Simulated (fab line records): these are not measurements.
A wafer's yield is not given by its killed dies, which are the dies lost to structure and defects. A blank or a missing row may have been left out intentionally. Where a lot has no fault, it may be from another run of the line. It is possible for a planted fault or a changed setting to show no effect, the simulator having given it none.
Chamber matching	flow gf180mcu	GF_V2_CVD_02 on pecvd-04: 3 sister chambers
The step deposits SiO2 from TEOS, target thk 850 nm, time 94.851 s. 3 wafers are shown with their chamber, then 9 later ones without.

WAFERS, EACH WITH ITS CHAMBER
wafer	chamber	heater_power_w (W)
L093.1	2	872
L093.2	0	706
L093.3	1	610

WAFERS WITH NO CHAMBER GIVEN
wafer	heater_power_w (W)
L093.4	728
L093.5	657
L093.6	565
L094.1	867
L094.2	586
L094.3	606
L097.3	693
L097.4	853
L097.5	543

WHICH CHAMBER EACH ONE RAN IN
wafer	from the rows above	in truth
L093.4	0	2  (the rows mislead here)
L093.5	can't be placed: 1 or 0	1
L093.6	1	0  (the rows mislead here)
L094.1	2	2
L094.2	1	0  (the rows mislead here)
L094.3	1	1
L097.3	0	0
L097.4	2	2
L097.5	1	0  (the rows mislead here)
4 of 9 placed correctly. These rows do not allow placing 1 (true chamber among the candidates in 1). Placed wrongly: 4.
How it was worked out, from the rows above alone: a wafer's distance from a chamber is the root of the sum, over the readings, of the square of ((its reading less the chamber's mean) divided by the reading's scatter). If the next closest chamber is less than 2 further off than the closest, the wafer can't be placed; otherwise it belongs to the closest. For every chamber, the mean is computed from those of its wafers that are shown. The scatter: root of mean squared gap, hidden wafer to nearest shown wafer, with one shown wafer a chamber.
